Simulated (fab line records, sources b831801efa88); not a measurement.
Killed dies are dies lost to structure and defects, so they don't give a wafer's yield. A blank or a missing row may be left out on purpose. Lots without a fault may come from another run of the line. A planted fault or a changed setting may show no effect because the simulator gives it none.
Which tool did it? | flow gf180mcu | 24 lots, 72 wafers sampled, at 4 steps of a route of 602

WHAT THE GAUGES READ, wafer by wafer
GF_MIM_RS_MEAS_10: measures by four-point-probe.
lot  | measured     | on            | MIM_ALCU_RS (ohm/sq)
L074 | day 24 10:52 | film_metro-04 | 0.1572 0.1594 0.1562
L075 | day 24 13:16 | film_metro-02 | 0.1630 0.1588 0.1616
L076 | day 25 00:15 | film_metro-04 | 0.1590 0.1570 0.1592
L077 | day 25 10:36 | film_metro-04 | 0.1607 0.1598 0.1581
L078 | day 25 16:54 | film_metro-02 | 0.1570 0.1587 0.1569
L079 | day 25 22:11 | film_metro-02 | 0.1580 0.1609 0.1569
L080 | day 26 08:58 | film_metro-02 | 0.1615 0.1578 0.1609
L081 | day 26 22:53 | film_metro-03 | 0.1614 0.1569 0.1609
L082 | day 26 23:09 | film_metro-04 | 0.1581 0.1576 0.1590
L083 | day 27 10:17 | film_metro-02 | 0.1580 0.1624 0.1590
L084 | day 28 02:33 | film_metro-04 | 0.1596 0.1588 0.1586
L085 | day 28 09:49 | film_metro-02 | 0.1604 0.1624 0.1566
L086 | day 28 15:36 | film_metro-03 | 0.1557 0.1594 0.1574
L087 | day 28 20:21 | film_metro-03 | 0.1549 0.1576 0.1571
L088 | day 29 00:46 | film_metro-03 | 0.1593 0.1585 0.1615
L090 | day 29 16:02 | film_metro-02 | 0.1560 0.1575 0.1597
L089 | day 29 19:28 | film_metro-02 | 0.1582 0.1547 0.1575
L091 | day 29 23:13 | film_metro-02 | 0.1567 0.1618 0.1576
L092 | day 30 00:12 | film_metro-02 | 0.1571 0.1608 0.1581
L093 | day 30 08:28 | film_metro-04 | 0.1551 0.1572 0.1565
L094 | day 30 14:42 | film_metro-03 | 0.1594 0.1569 0.1597
L096 | day 31 05:32 | film_metro-02 | 0.1596 0.1620 0.1607
L095 | day 31 04:52 | film_metro-02 | 0.1623 0.1600 0.1617
L097 | day 31 15:05 | film_metro-02 | 0.1588 0.1593 0.1565

GF_MIM_THK_MEAS_11: measures by xrf.
lot  | measured     | on            | MIM_ALCU_THK (nm)
L074 | day 24 10:59 | film_metro-04 | 203.0 199.7 204.4
L075 | day 24 13:23 | film_metro-02 | 195.4 200.8 197.0
L076 | day 25 00:22 | film_metro-04 | 200.2 203.2 200.9
L077 | day 25 10:43 | film_metro-04 | 199.1 198.9 201.3
L078 | day 25 17:00 | film_metro-02 | 201.7 199.4 202.9
L079 | day 25 22:17 | film_metro-02 | 201.0 197.1 202.6
L080 | day 26 09:04 | film_metro-02 | 198.3 203.0 200.4
L081 | day 26 23:00 | film_metro-03 | 196.5 200.9 195.9
L082 | day 26 23:15 | film_metro-04 | 202.4 202.5 199.3
L083 | day 27 10:23 | film_metro-02 | 202.0 196.7 200.7
L084 | day 28 02:40 | film_metro-04 | 198.3 200.0 200.8
L085 | day 28 09:56 | film_metro-02 | 198.5 198.1 203.2
L086 | day 28 15:43 | film_metro-03 | 202.8 198.4 200.6
L087 | day 28 20:28 | film_metro-03 | 202.8 201.2 200.3
L088 | day 29 00:53 | film_metro-03 | 198.4 199.6 194.9
L090 | day 29 16:08 | film_metro-02 | 202.6 199.8 199.1
L089 | day 29 19:35 | film_metro-02 | 200.0 204.7 201.9
L091 | day 29 23:20 | film_metro-02 | 202.2 195.2 200.6
L092 | day 30 00:18 | film_metro-02 | 202.4 198.0 201.5
L093 | day 30 08:34 | film_metro-04 | 203.1 201.8 201.5
L094 | day 30 14:49 | film_metro-03 | 196.9 201.5 196.7
L096 | day 31 05:39 | film_metro-02 | 198.4 196.7 197.9
L095 | day 31 04:58 | film_metro-02 | 196.8 199.0 196.4
L097 | day 31 15:11 | film_metro-02 | 199.3 199.7 203.2

WHICH TOOL RAN EACH LOT (tool, then ch and the chambers of the sampled wafers, then the start)
lot  | GF_M3_SPUTTER_04             | GF_MIM_SPUTTER_01
L074 | pvd_sputter-03, day 20 07:32 | pvd_sputter-01, day 24 10:34
L075 | pvd_sputter-02, day 20 11:19 | pvd_sputter-02, day 24 12:58
L076 | pvd_sputter-02, day 20 22:34 | pvd_sputter-03, day 24 23:56
L077 | pvd_sputter-01, day 21 08:56 | pvd_sputter-01, day 25 10:17
L078 | pvd_sputter-03, day 21 16:07 | pvd_sputter-03, day 25 16:32
L079 | pvd_sputter-01, day 22 00:11 | pvd_sputter-01, day 25 21:50
L080 | pvd_sputter-03, day 22 11:05 | pvd_sputter-01, day 26 08:37
L081 | pvd_sputter-01, day 23 00:59 | pvd_sputter-01, day 26 22:27
L082 | pvd_sputter-02, day 23 01:49 | pvd_sputter-01, day 26 22:47
L083 | pvd_sputter-01, day 23 14:19 | pvd_sputter-02, day 27 09:56
L084 | pvd_sputter-02, day 24 09:06 | pvd_sputter-02, day 28 02:14
L085 | pvd_sputter-02, day 24 16:47 | pvd_sputter-03, day 28 09:29
L086 | pvd_sputter-02, day 24 22:53 | pvd_sputter-03, day 28 15:16
L087 | pvd_sputter-02, day 25 04:56 | pvd_sputter-02, day 28 20:01
L088 | pvd_sputter-03, day 25 08:38 | pvd_sputter-02, day 29 00:26
L090 | pvd_sputter-01, day 26 01:04 | pvd_sputter-01, day 29 15:41
L089 | pvd_sputter-01, day 26 05:52 | pvd_sputter-03, day 29 19:08
L091 | pvd_sputter-03, day 26 10:23 | pvd_sputter-03, day 29 22:53
L092 | pvd_sputter-02, day 26 11:41 | pvd_sputter-03, day 29 23:50
L093 | pvd_sputter-01, day 26 19:29 | pvd_sputter-03, day 30 08:06
L094 | pvd_sputter-02, day 27 03:31 | pvd_sputter-03, day 30 14:22
L096 | pvd_sputter-01, day 27 19:52 | pvd_sputter-01, day 31 05:13
L095 | pvd_sputter-02, day 27 19:52 | pvd_sputter-01, day 31 04:31
L097 | pvd_sputter-03, day 28 06:05 | pvd_sputter-01, day 31 14:44
- GF_M3_SPUTTER_04: material TiN, target thk 50 nm, time 41.7 s.
- GF_MIM_SPUTTER_01: material TiN, target thk 30 nm, time 25 s.

WHAT THE TOOLS THEMSELVES READ (means of the sampled wafers that have a number; where no wafer has one, the mark that the record gives instead)
GF_M3_SPUTTER_04.
lot  | tool           | throttle_valve_pct (%)
L074 | pvd_sputter-03 | 30.5
L075 | pvd_sputter-02 | 31.1
L076 | pvd_sputter-02 | 30.1
L077 | pvd_sputter-01 | 29.7
L078 | pvd_sputter-03 | 31.8
L079 | pvd_sputter-01 | 29.7
L080 | pvd_sputter-03 | 29.5
L081 | pvd_sputter-01 | 28.2
L082 | pvd_sputter-02 | 30.3
L083 | pvd_sputter-01 | 28.5
L084 | pvd_sputter-02 | 31.1
L085 | pvd_sputter-02 | 30.2
L086 | pvd_sputter-02 | 30.9
L087 | pvd_sputter-02 | 30.7
L088 | pvd_sputter-03 | 31.8
L090 | pvd_sputter-01 | 29.1
L089 | pvd_sputter-01 | 28.9
L091 | pvd_sputter-03 | 29.8
L092 | pvd_sputter-02 | 30.1
L093 | pvd_sputter-01 | 28.8
L094 | pvd_sputter-02 | 30.0
L096 | pvd_sputter-01 | 28.5
L095 | pvd_sputter-02 | 30.4
L097 | pvd_sputter-03 | 30.5

GF_MIM_SPUTTER_01.
lot  | tool           | throttle_valve_pct (%)
L074 | pvd_sputter-01 | 28.2
L075 | pvd_sputter-02 | 30.4
L076 | pvd_sputter-03 | 30.4
L077 | pvd_sputter-01 | 29.2
L078 | pvd_sputter-03 | 29.9
L079 | pvd_sputter-01 | 29.4
L080 | pvd_sputter-01 | 29.5
L081 | pvd_sputter-01 | 28.5
L082 | pvd_sputter-01 | 27.9
L083 | pvd_sputter-02 | 29.9
L084 | pvd_sputter-02 | 30.6
L085 | pvd_sputter-03 | 31.0
L086 | pvd_sputter-03 | 31.9
L087 | pvd_sputter-02 | 30.7
L088 | pvd_sputter-02 | 30.7
L090 | pvd_sputter-01 | 29.1
L089 | pvd_sputter-03 | 30.1
L091 | pvd_sputter-03 | 30.5
L092 | pvd_sputter-03 | 30.3
L093 | pvd_sputter-03 | 29.0
L094 | pvd_sputter-03 | 30.3
L096 | pvd_sputter-01 | 29.5
L095 | pvd_sputter-01 | 28.4
L097 | pvd_sputter-01 | 29.8

THE ANSWER, worked out from the rows above alone
Rule: what is usual is taken from the lots themselves. Put in order of their means at a reading, lots are off if they are a third of the lots or fewer, leave a main group of 4 or more, and stand apart from it by a gap of 3 or more times the standard deviation of the main group's means; of several such gaps the widest counts. A main group whose means are all the same, to the digits that the tables above print for the reading, isn't used. A lot without any number at a reading at which 4 lots or more have one is off too. The other lots that the step has rows for count as sound. The gauges are gone through in route order, then the tools' own readings, and for those a lot's mean is taken as printed above. The first step at which some lot is off is used, and at that step the reading that is off furthest; a lot without a number counts as furthest.
No lot is off at any reading shown: from this, nothing can be told.

WHAT THE SIMULATOR HAD PUT IN
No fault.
